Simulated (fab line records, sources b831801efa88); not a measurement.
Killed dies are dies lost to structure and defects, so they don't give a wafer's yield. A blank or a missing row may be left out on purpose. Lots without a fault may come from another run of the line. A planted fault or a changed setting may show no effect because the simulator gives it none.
fab line records | flow gf180mcu | part 1 of 2: steps 1 to 27 of 40
record lots=5 wafers=15 last_day=34
route steps=602 shown DUAL_GATE@152 POLY_GATE@157 HV_LDD@176
lots that met no fault: from a run of the same line without faults
start_h: hours from the record's first day to the start of the lot's first wafer shown | wait_h: hours since the lot's step before | " the same as in the row above | L1.1+2: a row that stands for several wafers | - no value, or no start given | * or withheld: withheld | < > ~ a bound
route shown NAME@n: a module of which the file shows steps, and the number in the route of the first | usual: mean/standard deviation of fault-free wafers | same: alike in all rows | chamber/n: place in a boat | sites: the reading at each site | _std_site: their standard deviation | _edge_site: outer sites' mean less inner sites' | radius_mm: how far each site lies from the wafer's centre | mask NAME#n: copy n | behind: the tool/chamber that last shaped the wafer | hold: why the lot was held/for how many hours/how that ended | device: the transistor (n, p or np) that didn't switch | end of line: the same wafers' tests at the end of the route | a step without rows: its recipe alone | killed: dies lost to structure and defects at the first sort, not the wafer's yield | map: a wafer's dies, x killed, . not, _ none there
set.NAME: the setting as run; set.NAME@STEP: as run at that earlier step | model.NAME: the simulator's own value behind a step, which no gauge read
lots at some steps of the route; a table a step, a row a wafer
services: from which hour (start_h, from the record's first day; less than 0 if before it) a tool's chamber was out of use, for how many hours, and why
## steps
# step GF_DUAL_GATE_OVL_MEAS_11
# usual DUAL_GATE_OVL=-0.7/1.7
# columns lot.wafer tool chamber start_h wait_h DUAL_GATE_OVL[nm]
L084.2 overlay-01 - 245.99 0.1 -1.6
L084.3 " - " " -2.8
L084.4 " - " " -0.4
L086.3 overlay-01 - 259.58 0.1 -0.1
L086.4 " - " " 1.3
L086.6 " - " " 0.3
L091.2 overlay-02 - 301.24 0.1 -3.0
L091.4 " - " " -2.3
L091.6 " - " " -2.6
L094.1 overlay-02 - 316.90 0.1 -0.1
L094.3 " - " " -2.2
L094.6 " - " " -1.3
L095.4 overlay-02 - 324.30 0.1 -2.4
L095.5 " - " " -1.0
L095.6 " - " " 0.5
# step GF_DUAL_GATE_WET_ETCH_12
# recipe chemistry=dHF target_depth_nm=13 dry=n2_spin target=SiO2 temp_c=25 dilution=100:1 time_s=260
# usual temp_c=24.99/0.1
# columns lot.wafer tool chamber start_h wait_h temp_c
L084.2 wet_bench-01 2 246.02 0.0 24.93
L084.3 " 2 " " 24.99
L084.4 " 2 " " 25.07
L086.3 wet_bench-01 1 259.61 0.0 24.86
L086.4 " 1 " " 24.82
L086.6 " 1 " " 25.00
L091.2 wet_bench-03 1 301.27 0.0 25.07
L091.4 " 1 " " 25.10
L091.6 " 1 " " 25.16
L094.1 wet_bench-04 0 316.93 0.0 25.07
L094.3 " 0 " " 24.93
L094.6 " 0 " " 24.93
L095.4 wet_bench-04 1 324.32 0.0 24.86
L095.5 " 1 " " 24.80
L095.6 " 1 " " 24.84
# step GF_DUAL_GATE_STRIP_13
# recipe chemistry=O2/N2 power_w=1400 pressure_mtorr=1500 platen_temp_c=250 o2_flow_sccm=3000 n2_flow_sccm=300 overash_fraction=0.5
# usual drypump_motor_current_A=6.0/0.32 heater_power_w=343/29 n2_flow_sccm=300.0/0.74 oes_product_au=0.716/0.0044 strip_time_to_endpoint_s=12.64/0.033
# columns lot.wafer tool chamber start_h wait_h drypump_motor_current_A heater_power_w n2_flow_sccm oes_product_au rf_hours_counter_h strip_time_to_endpoint_s
L084.2 plasma_asher-02 0 246.10 0.0 6.2 334 300.2 0.714 44 12.63
L084.3 " 0 " " 6.3 344 300.6 0.716 - 12.64
L084.4 " 1 " " 6.1 333 298.8 0.711 - 12.69
L086.3 plasma_asher-01 1 259.72 0.0 5.4 361 300.1 0.718 - 12.64
L086.4 " 0 " " 5.9 294 299.4 0.711 - 12.67
L086.6 " 1 " " 5.4 372 300.1 0.713 - 12.63
L091.2 plasma_asher-03 1 301.43 0.0 6.3 389 302.0 0.724 20 12.65
L091.4 " 1 " " 6.3 390 302.1 0.718 - 12.62
L091.6 " 1 " " 6.3 392 300.1 0.715 - 12.66
L094.1 plasma_asher-02 1 317.01 0.0 6.1 326 299.6 0.709 52 12.64
L094.3 " 0 " " 6.3 349 299.7 0.721 - 12.65
L094.6 " 1 " " 6.2 327 298.8 0.711 - 12.65
L095.4 plasma_asher-03 1 324.43 0.0 6.4 372 299.2 0.722 - 12.66
L095.5 " 0 " " 5.8 334 298.1 0.711 - 12.63
L095.6 " 1 " " 6.4 377 300.6 0.708 - 12.69
# step GF_DUAL_GATE_CLEAN_14
# recipe chemistry=SC1/SC2 mix=1:4:20 temp_c=70 time_s=150 dry=n2_spin
# usual temp_c=70.00/0.11
# columns lot.wafer tool chamber start_h wait_h temp_c
L084.2 wet_bench-04 3 246.20 0.1 69.96
L084.3 " 3 " " 70.03
L084.4 " 3 " " 69.98
L086.3 wet_bench-04 0 259.79 0.0 70.04
L086.4 " 0 " " 69.89
L086.6 " 0 " " 70.13
L091.2 wet_bench-03 3 301.53 0.1 70.10
L091.4 " 3 " " 69.84
L091.6 " 3 " " 70.06
L094.1 wet_bench-01 3 317.11 0.1 69.82
L094.3 " 3 " " 69.95
L094.6 " 3 " " 70.00
L095.4 wet_bench-03 3 324.50 0.0 69.86
L095.5 " 3 " " 69.99
L095.6 " 3 " " 70.06
# step GF_DUAL_GATE_OXIDATION_15
# recipe temp_c=850 ambient=O2 stabilise_s=600 purge_s=300 target_thk_a=70.98 ox_time_s=1995
# usual zone_power_centre_pct=16.4/1 zone_power_upper_pct=18.84/0.28
# same stabilise_s=600
# columns lot.wafer tool chamber start_h wait_h zone_power_centre_pct zone_power_upper_pct
L084.2 furnace-02 0 246.25 0.0 17.8 19.20
L084.3 " 0 " " 17.8 18.96
L084.4 " 0 " " 17.7 18.99
L086.3 furnace-02 0 260.57 0.7 17.5 18.91
L086.4 " 0 " " 17.9 18.93
L086.6 " 0 " " 17.7 19.11
L091.2 furnace-02 0 301.70 0.1 17.7 19.17
L091.4 " 0 " " 18.0 19.10
L091.6 " 0 " " 18.0 19.42
L094.1 furnace-01 0 322.51 5.4 15.5 18.54
L094.3 " 0 " " 15.9 18.68
L094.6 " 0 " " 15.6 18.70
L095.4 furnace-01 0 330.93 6.4 15.7 18.74
L095.5 " 0 " " 15.9 18.32
L095.6 " 0 " " 15.4 18.86
# step GF_POLY_GATE_CVD_00
# recipe material=poly-Si target_thk_nm=200 temp_c=620 time_s=1200 pressure_mtorr=200
# usual zone_power_centre_pct=9.3/0.76 zone_power_upper_pct=8.9/0.68
# columns lot.wafer tool chamber start_h wait_h zone_power_centre_pct zone_power_upper_pct
L084.2 lpcvd-01 1 247.81 0.0 10.5 8.2
L084.3 " 1 " " 10.5 8.3
L084.4 " 1 " " 10.4 8.2
L086.3 lpcvd-02 0 262.13 0.0 8.6 9.8
L086.4 " 0 " " 8.8 9.8
L086.6 " 0 " " 8.6 9.7
L091.2 lpcvd-01 0 303.26 0.0 9.1 8.3
L091.4 " 0 " " 9.0 8.2
L091.6 " 0 " " 9.0 8.3
L094.1 lpcvd-02 0 324.07 0.0 8.6 9.5
L094.3 " 0 " " 8.7 9.7
L094.6 " 0 " " 8.8 9.6
L095.4 lpcvd-02 0 332.48 0.0 8.7 9.6
L095.5 " 0 " " 8.7 9.5
L095.6 " 0 " " 8.7 9.7
# step GF_POLY_GATE_THK_MEAS_01
# recipe reads=poly-Si_of_POLY_GATE_CVD_00
# usual POLY_GATE_CVD_00_THK=199.2/1.8
# columns lot.wafer tool chamber start_h wait_h POLY_GATE_CVD_00_THK[nm]
L084.2 film_metro-04 - 249.15 0.0 197.9
L084.3 " - " " 197.4
L084.4 " - " " 197.9
L086.3 film_metro-02 - 263.48 0.0 200.8
L086.4 " - " " 202.2
L086.6 " - " " 200.8
L091.2 film_metro-04 - 305.27 0.0 196.6
L091.4 " - " " 196.6
L091.6 " - " " 196.5
L094.1 film_metro-04 - 326.07 0.0 195.5
L094.3 " - " " 195.3
L094.6 " - " " 196.5
L095.4 film_metro-04 - 333.85 0.0 199.9
L095.5 " - " " 200.6
L095.6 " - " " 200.4
# step GF_POLY_GATE_DEHYDRATE_02
# recipe temp_c=200 time_s=60
# columns lot.wafer tool chamber start_h wait_h
L084.2+3+4 litho_track-02 0 257.81 8.7
L086.3+4+6 litho_track-03 0 271.80 8.3
L091.2+4+6 litho_track-02 0 314.81 9.5
L094.1+3+6 litho_track-02 0 334.68 8.6
L095.4+5+6 litho_track-02 0 342.91 9.1
# step GF_POLY_GATE_HMDS_03
# recipe prime_time_s=60 prime_temp_c=120
# columns lot.wafer tool chamber start_h wait_h
L084.2+3+4 litho_track-02 0 257.96 0.1
L086.3+4+6 litho_track-03 0 271.95 0.1
L091.2+4+6 litho_track-02 0 314.96 0.1
L094.1+3+6 litho_track-02 0 334.83 0.1
L095.4+5+6 litho_track-02 0 343.06 0.1
# step GF_POLY_GATE_COAT_04
# recipe resist=BARC temp_c=withheld time_s=withheld spin_rpm=withheld resist_thk_nm=withheld
# columns lot.wafer tool chamber start_h wait_h
L084.2+3+4 litho_track-02 0 258.11 0.1
L086.3+4+6 litho_track-03 0 272.10 0.1
L091.2+4+6 litho_track-02 0 315.11 0.1
L094.1+3+6 litho_track-02 0 334.98 0.1
L095.4+5+6 litho_track-02 0 343.21 0.1
# step GF_POLY_GATE_COAT_05
# recipe resist=KrF spin_rpm=withheld resist_thk_nm=700
# columns lot.wafer tool chamber start_h wait_h
L084.2+3+4 litho_track-02 0 - -
L086.3+4+6 litho_track-03 0 - -
L091.2+4+6 litho_track-02 0 - -
L094.1+3+6 litho_track-02 0 - -
L095.4+5+6 litho_track-02 0 - -
# step GF_POLY_GATE_SOFTBAKE_06
# recipe temp_c=130 time_s=60 resist=KrF
# columns lot.wafer tool chamber start_h wait_h
L084.2+3+4 litho_track-02 0 - -
L086.3+4+6 litho_track-03 0 - -
L091.2+4+6 litho_track-02 0 - -
L094.1+3+6 litho_track-02 0 - -
L095.4+5+6 litho_track-02 0 - -
# step GF_POLY_GATE_EXPOSE_07
# recipe mask_id=Poly2 target_cd_nm=280 na=0.68 source_shape=conventional sigma_outer=0.6 dose_mj=28
# usual focus_offset_nm=-0.1/0.6
# columns lot.wafer tool chamber start_h wait_h mask focus_offset_nm
L084.2 krf_scanner-01 0 - - Poly2#0 -1.1
L084.3 " 0 " " Poly2#0 -0.6
L084.4 " 0 " " Poly2#0 -0.6
L086.3 krf_scanner-02 0 - - Poly2#0 0.0
L086.4 " 0 " " Poly2#0 0.1
L086.6 " 0 " " Poly2#0 0.3
L091.2 krf_scanner-01 0 - - Poly2#0 -0.1
L091.4 " 0 " " Poly2#0 0.6
L091.6 " 0 " " Poly2#0 -0.5
L094.1 krf_scanner-01 0 - - Poly2#0 0.3
L094.3 " 0 " " Poly2#0 0.1
L094.6 " 0 " " Poly2#0 0.8
L095.4 krf_scanner-01 0 - - Poly2#0 -0.6
L095.5 " 0 " " Poly2#0 1.2
L095.6 " 0 " " Poly2#0 -0.4
# step GF_POLY_GATE_PEB_08
# recipe peb_temp_c=135 peb_time_s=90 resist=KrF
# columns lot.wafer tool chamber start_h wait_h
L084.2+3+4 litho_track-02 0 - -
L086.3+4+6 litho_track-02 0 - -
L091.2+4+6 litho_track-01 0 - -
L094.1+3+6 litho_track-01 0 - -
L095.4+5+6 litho_track-02 0 - -
# step GF_POLY_GATE_DEVELOP_09
# recipe develop_time_s=60 resist=KrF dev_temp_c=21
# columns lot.wafer tool chamber start_h wait_h
L084.2+3+4 litho_track-02 0 268.71 0.2
L086.3+4+6 litho_track-02 0 282.84 0.1
L091.2+4+6 litho_track-01 0 325.23 0.2
L094.1+3+6 litho_track-01 0 345.50 0.2
L095.4+5+6 litho_track-02 0 354.76 0.1
# step GF_POLY_GATE_CD_MEAS_10
# recipe target_cd_nm=280
# usual cd_nm=279.9/1.3
# columns lot.wafer tool chamber start_h wait_h cd_nm
L084.2 cd_sem-01 - 268.86 0.1 280.1
L084.3 " - " " 279.7
L084.4 " - " " 279.8
L086.3 cd_sem-01 - 282.98 0.1 281.8
L086.4 " - " " 280.3
L086.6 " - " " 281.0
L091.2 cd_sem-01 - 325.37 0.1 279.8
L091.4 " - " " 281.0
L091.6 " - " " 278.8
L094.1 cd_sem-01 - 345.65 0.1 279.5
L094.3 " - " " 278.8
L094.6 " - " " 279.6
L095.4 cd_sem-01 - 354.89 0.1 280.5
L095.5 " - " " 281.1
L095.6 " - " " 280.2
# step GF_POLY_GATE_OVL_MEAS_11
# usual POLY_GATE_OVL=-3/6.7
# columns lot.wafer tool chamber start_h wait_h POLY_GATE_OVL[nm]
L084.2 overlay-01 - 268.96 0.1 4
L084.3 " - " " 15
L084.4 " - " " 6
L086.3 overlay-01 - 283.07 0.1 -1
L086.4 " - " " 2
L086.6 " - " " 2
L091.2 overlay-02 - 325.48 0.1 8
L091.4 " - " " 4
L091.6 " - " " 2
L094.1 overlay-01 - 345.77 0.1 3
L094.3 " - " " 5
L094.6 " - " " 3
L095.4 overlay-02 - 354.97 0.1 -6
L095.5 " - " " -9
L095.6 " - " " 6
# step GF_POLY_GATE_ETCH_12
# recipe chemistry=N2/H2 target_depth_a=withheld overetch_a=withheld time_s=withheld target=BARC ion_energy_ev=200 source_w=500 bias_w=100 pressure_mtorr=30 n2_flow_sccm=100 h2_flow_sccm=200
# usual drypump_motor_current_A=5.7/0.45 n2_flow_sccm=99.96/0.3 oes_product_au=0.735/0.0047 throttle_valve_pct=13.214/0.0096
# columns lot.wafer tool chamber start_h wait_h drypump_motor_current_A n2_flow_sccm oes_product_au throttle_valve_pct
L084.2 rie_diel-04 3 268.99 0.0 5.3 99.39 0.739 13.192
L084.3 " 2 " " 5.7 99.79 0.734 13.209
L084.4 " 2 " " 5.7 99.86 0.736 13.218
L086.3 rie_diel-03 2 283.09 0.0 5.7 99.09 0.728 13.225
L086.4 " 3 " " 5.9 99.82 0.741 13.214
L086.6 " 3 " " 5.9 99.58 0.738 13.203
L091.2 rie_diel-03 2 325.51 0.0 5.7 99.94 0.731 13.210
L091.4 " 3 " " 5.9 99.72 0.741 13.227
L091.6 " 3 " " 5.9 99.56 0.733 13.219
L094.1 rie_diel-03 0 345.81 0.0 5.6 99.72 0.736 13.211
L094.3 " 1 " " 5.8 100.24 0.738 13.211
L094.6 " 1 " " 5.7 99.55 0.746 13.215
L095.4 rie_diel-04 0 354.99 0.0 6.2 100.07 0.734 13.222
L095.5 " 3 " " 5.3 99.83 0.740 13.202
L095.6 " 0 " " 6.2 100.34 0.742 13.228
# step GF_POLY_GATE_ETCH_13
# recipe target=poly-Si target_depth_nm=198.5 stop_on=SiO2 over_etch_frac=0.403 chemistry=HBr/Cl2 icp_w=400 bias_w=100 pressure_mtorr=10 HBr_flow_sccm=150 Cl2_flow_sccm=50 time_s=69.6
# usual drypump_motor_current_A=5.3/0.36 oes_product_au=0.989/0.0065 throttle_valve_pct=33.684/0.0093
# columns lot.wafer tool chamber start_h wait_h drypump_motor_current_A oes_product_au rf_hours_counter_h throttle_valve_pct
L084.2 rie_si-02 0 269.04 - 5.7 0.987 1 33.676
L084.3 " 1 " " 5.2 0.979 80 33.673
L084.4 " 2 " " 5.0 0.996 68 33.664
L086.3 rie_si-02 2 283.14 - 5.1 1.000 68 33.685
L086.4 " 0 " " 5.7 0.984 1 33.681
L086.6 " 2 " " 5.1 0.992 - 33.687
L091.2 rie_si-02 1 325.56 - 5.2 0.977 80 33.676
L091.4 " 2 " " 5.0 0.988 68 33.675
L091.6 " 3 " " 5.0 0.986 - 33.687
L094.1 rie_si-01 2 345.86 - 5.1 0.981 0 33.674
L094.3 " 0 " " 6.0 0.979 3 33.690
L094.6 " 2 " " 5.1 0.985 - 33.685
L095.4 rie_si-02 2 355.04 - 5.0 0.993 69 33.697
L095.5 " 3 " " 5.0 0.998 - 33.680
L095.6 " 2 " " 5.0 0.998 - 33.678
# step GF_POLY_GATE_STRIP_14
# recipe chemistry=O2/N2 power_w=1400 pressure_mtorr=1500 platen_temp_c=250 o2_flow_sccm=3000 n2_flow_sccm=300 overash_fraction=0.5
# usual drypump_motor_current_A=5.96/0.29 heater_power_w=332/23 n2_flow_sccm=300.0/0.89 oes_product_au=0.505/0.0047
# columns lot.wafer tool chamber start_h wait_h drypump_motor_current_A heater_power_w n2_flow_sccm oes_product_au rf_hours_counter_h
L084.2 plasma_asher-02 1 269.10 0.0 6.13 322 300.6 0.512 47
L084.3 " 0 " " 6.27 345 299.1 0.507 -
L084.4 " 1 " " 6.11 328 301.7 0.508 -
L086.3 plasma_asher-04 0 283.23 0.1 5.83 347 298.7 0.515 -
L086.4 " 1 " " 6.23 313 301.7 0.506 -
L086.6 " 1 " " 6.22 323 300.0 0.505 -
L091.2 plasma_asher-02 1 325.62 0.0 6.12 329 299.4 0.505 53
L091.4 " 0 " " 6.25 340 300.6 0.498 -
L091.6 " 0 " " 6.21 341 299.9 0.501 -
L094.1 plasma_asher-04 0 345.92 0.0 5.85 359 298.8 0.501 71
L094.3 " 0 " " 5.83 345 299.7 0.500 -
L094.6 " 1 " " 6.22 316 300.3 0.500 -
L095.4 plasma_asher-01 1 355.13 0.1 5.41 360 300.6 0.503 -
L095.5 " 0 " " 5.83 294 298.8 0.504 -
L095.6 " 1 " " 5.38 370 301.2 0.507 -
# step GF_POLY_GATE_CLEAN_15
# recipe chemistry=SC1/SC2 mix=1:4:20 temp_c=70 time_s=150 dry=n2_spin
# usual temp_c=69.99/0.13
# columns lot.wafer tool chamber start_h wait_h temp_c
L084.2 wet_bench-04 3 269.20 0.1 70.16
L084.3 " 3 " " 70.14
L084.4 " 3 " " 70.24
L086.3 wet_bench-04 3 283.30 0.0 70.11
L086.4 " 3 " " 70.03
L086.6 " 3 " " 69.90
L091.2 wet_bench-04 1 325.72 0.1 69.95
L091.4 " 1 " " 70.19
L091.6 " 1 " " 70.10
L094.1 wet_bench-02 2 346.02 0.1 70.09
L094.3 " 2 " " 70.26
L094.6 " 2 " " 70.06
L095.4 wet_bench-01 2 355.20 0.0 69.99
L095.5 " 2 " " 70.16
L095.6 " 2 " " 69.99
# step GF_POLY_GATE_OXIDATION_16
# recipe temp_c=850 ambient=O2 stabilise_s=600 purge_s=300 target_thk_a=40 ox_time_s=899
# usual zone_power_centre_pct=16.4/1 zone_power_upper_pct=18.8/0.31
# same stabilise_s=600
# columns lot.wafer tool chamber start_h wait_h zone_power_centre_pct zone_power_upper_pct
L084.2 furnace-02 0 269.33 0.1 18.0 19.0
L084.3 " 0 " " 17.9 19.2
L084.4 " 0 " " 17.7 19.3
L086.3 furnace-02 0 284.95 1.6 18.0 19.2
L086.4 " 0 " " 17.9 19.3
L086.6 " 0 " " 17.7 19.3
L091.2 furnace-01 0 333.88 8.1 15.6 18.5
L091.4 " 0 " " 15.8 18.7
L091.6 " 0 " " 15.7 18.9
L094.1 furnace-01 0 349.17 3.1 15.6 18.7
L094.3 " 0 " " 15.8 18.7
L094.6 " 0 " " 15.7 18.6
L095.4 furnace-01 0 358.83 3.6 15.6 18.9
L095.5 " 0 " " 15.8 18.5
L095.6 " 0 " " 15.9 18.5
# step GF_POLY_GATE_THK_MEAS_17
# recipe reads=SiO2_of_POLY_GATE_OXIDATION_16
# usual POLY_GATE_OXIDATION_THK=4.02/0.079
# columns lot.wafer tool chamber start_h wait_h POLY_GATE_OXIDATION_THK[nm]
L084.2 film_metro-02 - 270.59 0.0 4.03
L084.3 " - " " 3.96
L084.4 " - " " 4.03
L086.3 film_metro-04 - 286.22 0.0 4.11
L086.4 " - " " 4.12
L086.6 " - " " 4.02
L091.2 film_metro-02 - 335.14 0.0 4.01
L091.4 " - " " 4.08
L091.6 " - " " 4.07
L094.1 film_metro-01 - 350.42 0.0 3.85
L094.3 " - " " 3.95
L094.6 " - " " 4.04
L095.4 film_metro-02 - 360.11 0.0 4.05
L095.5 " - " " 4.03
L095.6 " - " " 4.11
# step GF_POLY_GATE_CD_MEAS_18
# usual cd_nm=280.0/1.9
# columns lot.wafer tool chamber start_h wait_h cd_nm
L084.2 cd_sem-01 - 270.67 0.1 281.8
L084.3 " - " " 278.7
L084.4 " - " " 279.9
L086.3 cd_sem-01 - 286.32 0.1 282.0
L086.4 " - " " 281.7
L086.6 " - " " 280.7
L091.2 cd_sem-02 - 335.21 0.1 278.5
L091.4 " - " " 281.6
L091.6 " - " " 281.2
L094.1 cd_sem-01 - 350.48 0.1 278.7
L094.3 " - " " 277.0
L094.6 " - " " 279.1
L095.4 cd_sem-02 - 360.23 0.1 281.4
L095.5 " - " " 281.7
L095.6 " - " " 280.2
# step GF_HV_LDD_DEHYDRATE_00
# recipe temp_c=200 time_s=60
# columns lot.wafer tool chamber start_h wait_h
L084.2+3+4 litho_track-01 0 280.23 9.5
L086.3+4+6 litho_track-03 0 295.10 8.8
L091.2+4+6 litho_track-04 0 344.70 9.5
L094.1+3+6 litho_track-04 0 360.07 9.6
L095.4+5+6 litho_track-04 0 371.05 10.8
# step GF_HV_LDD_HMDS_01
# recipe prime_time_s=60 prime_temp_c=120
# columns lot.wafer tool chamber start_h wait_h
L084.2+3+4 litho_track-01 0 280.38 0.1
L086.3+4+6 litho_track-03 0 295.25 0.1
L091.2+4+6 litho_track-04 0 344.85 0.1
L094.1+3+6 litho_track-04 0 360.22 0.1
L095.4+5+6 litho_track-04 0 371.20 0.1
# step GF_HV_LDD_COAT_02
# recipe resist=NOVOLAK spin_rpm=3000 resist_thk_nm=1000
# columns lot.wafer tool chamber start_h wait_h
L084.2+3+4 litho_track-01 0 280.53 0.1
L086.3+4+6 litho_track-03 0 295.40 0.1
L091.2+4+6 litho_track-04 0 345.00 0.1
L094.1+3+6 litho_track-04 0 360.37 0.1
L095.4+5+6 litho_track-04 0 371.35 0.1
